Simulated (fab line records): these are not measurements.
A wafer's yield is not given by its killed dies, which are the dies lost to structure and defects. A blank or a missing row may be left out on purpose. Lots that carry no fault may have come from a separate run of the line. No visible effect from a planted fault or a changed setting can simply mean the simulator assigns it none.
fab line records -- flow sky130
record lots=6, wafers=18, lastDay=49
route steps=708 shown VT_ADJUST_HVTP@89 VT_ADJUST_LVTN@97 PAD_OPEN@708
lots that met no fault: from a run of the same line without faults
startH: hours from the record's opening day to when the first of the lot's shown wafers began -- waitH: hours elapsed since this lot's preceding step -- " unchanged from the row above -- L1.1+2: several wafers, shown together as one row -- - no value, or no start given -- * or withheld: withheld -- < > ~ a bound
route shown NAME@n: a module of which the file shows steps, and the number in the route of the first -- usual: the fault-free wafers' mean and standard deviation -- same: alike in all rows -- chamber/n: place in a boat -- sites: each site's reading -- _std_site: standard deviation across them -- _edge_site: outer sites' mean less inner sites' -- radiusMm: for every site, how far away it sits from the centre of the wafer -- mask NAME#n: copy n -- behind: the most recent tool/chamber to have shaped the wafer -- hold: what put the lot on hold/how long, in hours/how the hold closed -- device: transistor that didn't switch, given as n, p or np -- end of line: at the end of the route, the tests of the same wafers -- a step without rows: its recipe alone -- killed: the dies lost at the first sort to structure and to defects; this is not the yield of the wafer -- map: a wafer's dies, marking killed ones x, the rest . and places with no die _
set.NAME: the setting as run; set.NAME@STEP: as run at that earlier step -- model.NAME: the simulator's own value behind a step, which no gauge read
a table for each step, a row for each wafer; lots at some steps of the route
services: the hour from which a tool's chamber was out of use, counted from the record's first day as startH (under 0 if before that day), plus the number of hours and why
## steps
# step SKY_VT_ADJUST_HVTP_EXPOSE_04
# recipe maskId=HVTPM, na=0.6, sourceShape=conventional, sigmaOuter=0.6, polarization=unpolarized, targetCdNm=380, doseMj=140
# step SKY_VT_ADJUST_HVTP_PEB_05
# recipe tempC=withheld, timeS=*, resist=NOVOLAK
# step SKY_VT_ADJUST_HVTP_DEVELOP_06
# recipe resist=NOVOLAK, developer=TMAH, developTimeS=60, devTempC=23
# step SKY_VT_ADJUST_HVTP_CD_MEAS_07
# recipe targetCdNm=380
# usual cdNm=380.6/2.4
lot.wafer,tool,chamber,startH,waitH,cdNm
L242.2,cdSem-01,-,133.64,0.1,380.6
L242.4,cdSem-01,-,133.64,0.1,381.6
L242.5,cdSem-01,-,133.64,0.1,380.7
L248.1,cdSem-01,-,171.92,0.1,381.5
L248.2,cdSem-01,-,171.92,0.1,383.6
L248.5,cdSem-01,-,171.92,0.1,381.4
L252.3,cdSem-02,-,196.11,0.1,382.4
L252.5,cdSem-02,-,196.11,0.1,379.6
L252.6,cdSem-02,-,196.11,0.1,381.0
L254.1,cdSem-01,-,207.09,0.1,380.2
L254.2,cdSem-01,-,207.09,0.1,382.3
L254.6,cdSem-01,-,207.09,0.1,380.5
L256.2,cdSem-02,-,227.11,0.1,386.6
L256.4,cdSem-02,-,227.11,0.1,385.7
L256.5,cdSem-02,-,227.11,0.1,382.0
L260.2,cdSem-01,-,246.99,0.1,376.2
L260.3,cdSem-01,-,246.99,0.1,375.5
L260.5,cdSem-01,-,246.99,0.1,374.9
# step SKY_VT_ADJUST_HVTP_OVL_MEAS_08
# usual VT_ADJUST_HVTP_OVL=-0.3/1.5
lot.wafer,tool,chamber,startH,waitH,VT_ADJUST_HVTP_OVL[nm]
L242.2,overlay-02,-,133.75,0.1,0.7
L242.4,overlay-02,-,133.75,0.1,2.1
L242.5,overlay-02,-,133.75,0.1,1.8
L248.1,overlay-01,-,172.04,0.1,-0.4
L248.2,overlay-01,-,172.04,0.1,-1.4
L248.5,overlay-01,-,172.04,0.1,-2.6
L252.3,overlay-01,-,196.21,0.1,-1.2
L252.5,overlay-01,-,196.21,0.1,-2.6
L252.6,overlay-01,-,196.21,0.1,-2.4
L254.1,overlay-02,-,207.21,0.1,-1.3
L254.2,overlay-02,-,207.21,0.1,-1.5
L254.6,overlay-02,-,207.21,0.1,-1.4
L256.2,overlay-02,-,227.22,0.1,3.0
L256.4,overlay-02,-,227.22,0.1,1.6
L256.5,overlay-02,-,227.22,0.1,1.1
L260.2,overlay-01,-,247.10,0.1,-2.7
L260.3,overlay-01,-,247.10,0.1,-1.5
L260.5,overlay-01,-,247.10,0.1,-2.2
# step SKY_VT_ADJUST_HVTP_IMPLANT_09
# recipe species=As, energyKev=150, doseCm2=4.3e+12, tiltDeg=withheld
# step SKY_VT_ADJUST_HVTP_STRIP_10
# recipe chemistry=O2/N2, powerW=1400, pressureMtorr=1500, platenTempC=withheld, o2FlowSccm=3000, n2FlowSccm=300, overashFraction=0.5
# usual drypumpMotorCurrentA=5.7/0.3, oesProductAu=0.717/0.0047, stripTimeToEndpointS=14.17/0.041
lot.wafer,tool,chamber,startH,waitH,drypumpMotorCurrentA,oesProductAu,rfHoursCounterH,stripTimeToEndpointS
L242.2,plasmaAsher-04,0,133.93,0.1,5.6,0.711,1,14.14
L242.4,plasmaAsher-04,0,133.93,0.1,5.6,0.718,-,14.16
L242.5,plasmaAsher-04,1,133.93,0.1,5.5,0.715,-,14.22
L248.1,plasmaAsher-04,1,172.23,0.1,5.5,0.716,5,14.09
L248.2,plasmaAsher-04,0,172.23,0.1,5.5,0.717,5,14.13
L248.5,plasmaAsher-04,1,172.23,0.1,5.5,0.714,-,14.12
L252.3,plasmaAsher-03,0,196.41,0.1,5.5,0.714,-,14.19
L252.5,plasmaAsher-03,0,196.41,0.1,5.5,0.709,-,14.16
L252.6,plasmaAsher-03,1,196.41,0.1,6.4,0.727,-,14.14
L254.1,plasmaAsher-03,1,207.40,0.1,6.4,0.722,38,14.17
L254.2,plasmaAsher-03,0,207.40,0.1,5.5,0.717,38,14.21
L254.6,plasmaAsher-03,0,207.40,0.1,5.5,0.722,-,14.17
L256.2,plasmaAsher-04,1,227.40,0.1,5.6,0.721,11,14.18
L256.4,plasmaAsher-04,1,227.40,0.1,5.5,0.703,-,14.15
L256.5,plasmaAsher-04,1,227.40,0.1,5.5,0.715,-,14.23
L260.2,plasmaAsher-03,1,247.28,0.1,6.4,0.728,42,14.20
L260.3,plasmaAsher-03,1,247.28,0.1,6.4,0.712,-,14.23
L260.5,plasmaAsher-03,1,247.28,0.1,6.4,0.713,-,14.21
# step SKY_VT_ADJUST_HVTP_TW_MEAS_11
# usual VT_ADJUST_HVTP_TW=1352/8.1
lot.wafer,tool,chamber,startH,waitH,VT_ADJUST_HVTP_TW
L242.2,filmMetro-01,-,134.04,0.1,1344
L242.4,filmMetro-01,-,134.04,0.1,1342
L242.5,filmMetro-01,-,134.04,0.1,1344
L248.1,filmMetro-04,-,172.33,0.1,1358
L248.2,filmMetro-04,-,172.33,0.1,1353
L248.5,filmMetro-04,-,172.33,0.1,1353
L252.3,filmMetro-03,-,196.50,0.1,1360
L252.5,filmMetro-03,-,196.50,0.1,1357
L252.6,filmMetro-03,-,196.50,0.1,1351
L254.1,filmMetro-04,-,207.50,0.1,1374
L254.2,filmMetro-04,-,207.50,0.1,1363
L254.6,filmMetro-04,-,207.50,0.1,1372
L256.2,filmMetro-01,-,227.51,0.1,1352
L256.4,filmMetro-01,-,227.51,0.1,1350
L256.5,filmMetro-01,-,227.51,0.1,1347
L260.2,filmMetro-01,-,247.39,0.1,1342
L260.3,filmMetro-01,-,247.39,0.1,1341
L260.5,filmMetro-01,-,247.39,0.1,1347
# step SKY_VT_ADJUST_LVTN_DEHYDRATE_00
# recipe tempC=200, timeS=60
# step SKY_VT_ADJUST_LVTN_HMDS_01
# recipe primeTimeS=60, primeTempC=120
# step SKY_VT_ADJUST_LVTN_COAT_02
# recipe spinRpm=2000, resistThkNm=3000
# step SKY_VT_ADJUST_LVTN_SOFTBAKE_03
# recipe tempC=110, timeS=withheld
# step SKY_VT_ADJUST_LVTN_EXPOSE_04
# recipe maskId=NWM_COMPLEMENT_LESS_NATIVE, na=0.6, sourceShape=conventional, sigmaOuter=0.6, polarization=unpolarized, targetCdNm=840, doseMj=194
# usual exposureDoseMJCm2=194.01/0.2, focusOffsetNm=-0.1/0.57
# same na=0.6, sigmaOuter=0.6
lot.wafer,tool,chamber,startH,waitH,mask,exposureDoseMJCm2,focusOffsetNm,model.VT_ADJUST_LVTN.overlayXNm
L242.2,ilineStepper-01,0,143.26,-,NWM_COMPLEMENT_LESS_NATIVE#0,194.28,-0.3,0.2819
L242.4,ilineStepper-01,0,143.26,-,NWM_COMPLEMENT_LESS_NATIVE#0,194.03,-0.4,0.2819
L242.5,ilineStepper-01,0,143.26,-,NWM_COMPLEMENT_LESS_NATIVE#0,194.15,-0.8,0.2819
L248.1,ilineStepper-02,0,182.15,-,NWM_COMPLEMENT_LESS_NATIVE#0,194.21,-0.1,-0.252
L248.2,ilineStepper-02,0,182.15,-,NWM_COMPLEMENT_LESS_NATIVE#0,194.12,-0.2,-0.252
L248.5,ilineStepper-02,0,182.15,-,NWM_COMPLEMENT_LESS_NATIVE#0,194.02,0.4,-0.252
L252.3,ilineStepper-02,0,208.30,-,NWM_COMPLEMENT_LESS_NATIVE#0,193.83,-0.3,168.3
L252.5,ilineStepper-02,0,208.30,-,NWM_COMPLEMENT_LESS_NATIVE#0,194.17,-0.2,168.3
L252.6,ilineStepper-02,0,208.30,-,NWM_COMPLEMENT_LESS_NATIVE#0,193.99,-0.7,168.3
L254.1,ilineStepper-02,0,218.11,-,NWM_COMPLEMENT_LESS_NATIVE#0,193.89,-0.1,167.4
L254.2,ilineStepper-02,0,218.11,-,NWM_COMPLEMENT_LESS_NATIVE#0,193.95,-0.3,167.4
L254.6,ilineStepper-02,0,218.11,-,NWM_COMPLEMENT_LESS_NATIVE#0,193.84,0.2,167.4
L256.2,ilineStepper-01,0,238.86,-,NWM_COMPLEMENT_LESS_NATIVE#0,194.57,1.1,0.7277
L256.4,ilineStepper-01,0,238.86,-,NWM_COMPLEMENT_LESS_NATIVE#0,194.15,0.4,0.7277
L256.5,ilineStepper-01,0,238.86,-,NWM_COMPLEMENT_LESS_NATIVE#0,194.10,1.3,0.7277
L260.2,ilineStepper-01,0,258.99,-,NWM_COMPLEMENT_LESS_NATIVE#0,193.84,-0.2,0.6035
L260.3,ilineStepper-01,0,258.99,-,NWM_COMPLEMENT_LESS_NATIVE#0,193.94,-0.1,0.6035
L260.5,ilineStepper-01,0,258.99,-,NWM_COMPLEMENT_LESS_NATIVE#0,194.51,-0.5,0.6035
# step SKY_VT_ADJUST_LVTN_PEB_05
# recipe tempC=115, timeS=withheld
# step SKY_VT_ADJUST_LVTN_DEVELOP_06
# recipe wallAngleDeg=90, developer=TMAH, developTimeS=60, devTempC=23
# step SKY_VT_ADJUST_LVTN_OVL_MEAS_07
# usual VT_ADJUST_LVTN_OVL=0.3/1.5
lot.wafer,tool,chamber,startH,waitH,VT_ADJUST_LVTN_OVL[nm]
L242.2,overlay-01,-,152.35,-,0.8
L242.4,overlay-01,-,152.35,-,-0.6
L242.5,overlay-01,-,152.35,-,0.6
L248.1,overlay-02,-,192.42,-,-1.5
L248.2,overlay-02,-,192.42,-,2.6
L248.5,overlay-02,-,192.42,-,0.2
L252.3,overlay-01,-,218.35,-,168.1
L252.5,overlay-01,-,218.35,-,168.8
L252.6,overlay-01,-,218.35,-,167.3
L254.1,overlay-02,-,228.84,-,170.1
L254.2,overlay-02,-,228.84,-,168.2
L254.6,overlay-02,-,228.84,-,169.5
L256.2,overlay-01,-,250.60,-,0.1
L256.4,overlay-01,-,250.60,-,-0.4
L256.5,overlay-01,-,250.60,-,1.6
L260.2,overlay-01,-,270.70,-,-0.6
L260.3,overlay-01,-,270.70,-,0.4
L260.5,overlay-01,-,270.70,-,-1.2
# step SKY_VT_ADJUST_LVTN_IMPLANT_08
# recipe species=B, energyKev=30, doseCm2=1.57e+12, tiltDeg=withheld
# step SKY_PAD_OPEN_PROBE_99
# usual killed_at_M0_to_M3=44/7.8, killed_at_M4_up=3.1/1.7, killedAtContacts=25/5.1, killedAtFrontEnd=15/4.4, killedAtOther=0.5/0.68, killedDies=88/9.9, killedOpen=48/6.9, killedShort=39/6.5
# same grossDies=492, killedAtBackSide=0
lot.wafer,tool,chamber,startH,waitH,killed_at_M0_to_M3,killed_at_M4_up,killedAtContacts,killedAtFrontEnd,killedAtOther,killedDies,killedOpen,killedShort
L242.2,prober-02,-,1082.46,0.1,40,4,22,11,0,77,41,36
L242.4,prober-02,-,1082.56,0.2,39,3,31,9,0,82,48,34
L242.5,prober-02,-,1082.61,0.2,45,4,22,12,1,84,47,37
L252.3,prober-01,-,1144.12,0.2,49,5,30,18,0,102,45,56
L252.5,prober-01,-,1144.22,0.2,50,3,25,13,0,91,47,43
L252.6,prober-01,-,1144.27,0.2,59,1,13,18,1,92,43,47
L254.1,prober-02,-,1151.56,0.1,40,4,16,18,0,78,44,34
L254.2,prober-02,-,1151.61,0.1,49,1,7,14,0,71,45,26
L254.6,prober-02,-,1151.81,0.2,43,5,17,15,0,80,51,28
L256.2,prober-02,-,1167.61,0.1,52,3,17,7,0,79,31,48
L256.4,prober-02,-,1167.71,0.2,32,3,32,17,1,85,51,33
L256.5,prober-02,-,1167.76,0.2,35,5,28,22,1,91,58,31
L260.2,prober-01,-,1181.85,0.1,46,4,21,21,0,92,52,40
L260.3,prober-01,-,1181.90,0.2,37,2,25,12,2,78,48,28
L260.5,prober-01,-,1182.00,0.2,53,3,19,13,1,89,54,34
# killed by level:class
L242.2 VIA2:geometricParticle:open=8 VIA1:geometricParticle:open=8 LI_CONTACT:geometricParticle:open=7 CONTACT:geometricParticle:open=5 CONTACT:geometricParticle:short=5 METAL2:geometricParticle:short=5 FIELD_ISO:geometricParticle:open=4 LOCAL_INTERCONNECT:geometricParticle:short=4
L242.4 CONTACT:geometricParticle:open=13 VIA1:geometricParticle:open=12 LI_CONTACT:geometricParticle:open=6 METAL2:geometricParticle:short=5 VIA1:geometricParticle:short=5 POLY_GATE:geometricParticle:open=4 LOCAL_INTERCONNECT:geometricParticle:short=4 VIA3:geometricParticle:open=3
L242.5 CONTACT:geometricParticle:open=10 VIA1:geometricParticle:short=8 VIA3:geometricParticle:open=7 METAL1:geometricParticle:short=7 VIA1:geometricParticle:open=7 VIA2:geometricParticle:open=5 VIA3:geometricParticle:short=4 FIELD_ISO:geometricParticle:open=3
L252.3 CONTACT:geometricParticle:open=12 VIA1:geometricParticle:short=9 VIA1:geometricParticle:open=9 LOCAL_INTERCONNECT:geometricParticle:short=7 LI_CONTACT:geometricParticle:open=6 METAL1:geometricParticle:short=6 VIA2:geometricParticle:open=5 VIA2:geometricParticle:short=5
L252.5 CONTACT:geometricParticle:open=12 VIA1:geometricParticle:short=9 VIA1:geometricParticle:open=9 LI_CONTACT:geometricParticle:open=6 VIA2:geometricParticle:open=6 VIA3:geometricParticle:open=6 CONTACT:geometricParticle:short=5 METAL1:geometricParticle:short=5
L252.6 VIA1:geometricParticle:open=12 METAL1:geometricParticle:short=10 VIA1:geometricParticle:short=10 VIA3:geometricParticle:open=10 METAL2:geometricParticle:short=7 POLY_GATE:geometricParticle:open=6 LOCAL_INTERCONNECT:geometricParticle:short=5 VIA2:geometricParticle:open=4
L254.1 VIA2:geometricParticle:open=9 CONTACT:geometricParticle:open=8 VIA1:geometricParticle:open=8 METAL1:geometricParticle:short=6 POLY_GATE:geometricParticle:short=5 POLY_GATE:geometricParticle:open=5 VIA1:geometricParticle:short=5 VIA3:geometricParticle:open=5
L254.2 VIA3:geometricParticle:open=11 VIA1:geometricParticle:open=10 FIELD_ISO:geometricParticle:open=7 METAL2:geometricParticle:short=5 VIA2:geometricParticle:open=5 CONTACT:geometricParticle:open=4 METAL3:geometricParticle:short=4 VIA3:geometricParticle:short=4
L254.6 VIA1:geometricParticle:open=15 VIA3:geometricParticle:open=8 LI_CONTACT:geometricParticle:open=7 METAL2:geometricParticle:short=6 POLY_GATE:geometricParticle:short=5 CONTACT:geometricParticle:open=5 VIA2:geometricParticle:open=5 POLY_GATE:geometricParticle:open=4
L256.2 METAL2:geometricParticle:short=8 METAL1:geometricParticle:short=8 VIA1:geometricParticle:open=8 VIA3:geometricParticle:short=6 VIA1:geometricParticle:short=6 LI_CONTACT:geometricParticle:open=5 VIA3:geometricParticle:open=5 CONTACT:geometricParticle:short=4
L256.4 CONTACT:geometricParticle:open=14 VIA1:geometricParticle:open=11 LI_CONTACT:geometricParticle:open=7 FIELD_ISO:geometricParticle:open=5 LOCAL_INTERCONNECT:geometricParticle:short=5 METAL3:geometricParticle:short=4 POLY_GATE:geometricParticle:short=4 POLY_GATE:geometricParticle:open=3
L256.5 LI_CONTACT:geometricParticle:open=12 CONTACT:geometricParticle:open=9 VIA1:geometricParticle:open=9 POLY_GATE:geometricParticle:open=7 METAL2:geometricParticle:short=7 FIELD_ISO:geometricParticle:open=5 METAL1:geometricParticle:short=5 FIELD_ISO:geometricParticle:short=4
L260.2 VIA1:geometricParticle:open=8 LI_CONTACT:geometricParticle:open=7 VIA3:geometricParticle:open=7 VIA2:geometricParticle:open=6 FIELD_ISO:geometricParticle:short=5 POLY_GATE:geometricParticle:open=5 POLY_CUT:geometricParticle:short=4 METAL2:geometricParticle:open=4
L260.3 VIA1:geometricParticle:open=9 LI_CONTACT:geometricParticle:open=8 CONTACT:geometricParticle:open=8 VIA2:geometricParticle:open=6 CONTACT:geometricParticle:short=6 VIA1:geometricParticle:short=6 VIA3:geometricParticle:open=6 FIELD_ISO:geometricParticle:open=4
L260.5 VIA2:geometricParticle:open=12 VIA3:geometricParticle:open=10 CONTACT:geometricParticle:open=10 VIA1:geometricParticle:open=9 METAL1:geometricParticle:short=8 POLY_GATE:geometricParticle:open=6 LI_CONTACT:geometricParticle:open=4 METAL2:geometricParticle:short=4
## services
tool,chamber,startH,hours,kind
plasmaAsher-04,0,117.75,-,clean
plasmaAsher-04,1,117.75,-,clean
ilineStepper-01,0,138.77,-,calibration
ilineStepper-02,-,156.70,3.8,repair
plasmaAsher-04,-,166.90,2.8,pm
plasmaAsher-03,-,176.04,9.6,pm
plasmaAsher-03,-,249.57,1.1,repair
ilineStepper-02,-,254.06,2.2,repair
plasmaAsher-03,-,256.39,6.4,repair
## key
firstSign step=SKY_VT_ADJUST_LVTN_OVL_MEAS_07, reading=VT_ADJUST_LVTN_OVL, direction=up, sigmas=99+, usual=0.3, struck=168.7
effect none on later readings
modelEffect step=SKY_VT_ADJUST_LVTN_EXPOSE_04, value=VT_ADJUST_LVTN.overlayXNm, without=-0.4764, struck=167.8
metAt SKY_VT_ADJUST_LVTN_EXPOSE_04
struckWafers L252.3,L252.5,L252.6,L254.1,L254.2,L254.6
testerLeftOut L252,L254
onsetBetween 182.15 208.30
fault kind=scannerMatchingOverlay, tool=ilineStepper-02, chamber=-, onsetH=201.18, steps=SKY_VT_ADJUST_LVTN_EXPOSE_04, offset=168.31
# testerLeftOut: of these lots the tester's yield and bins aren't shown, on N5 and GAA mostly nor the transistor test; their killed dies are dies lost to structure and defects alone, not to doping, threshold or leakage, so they don't give the yield
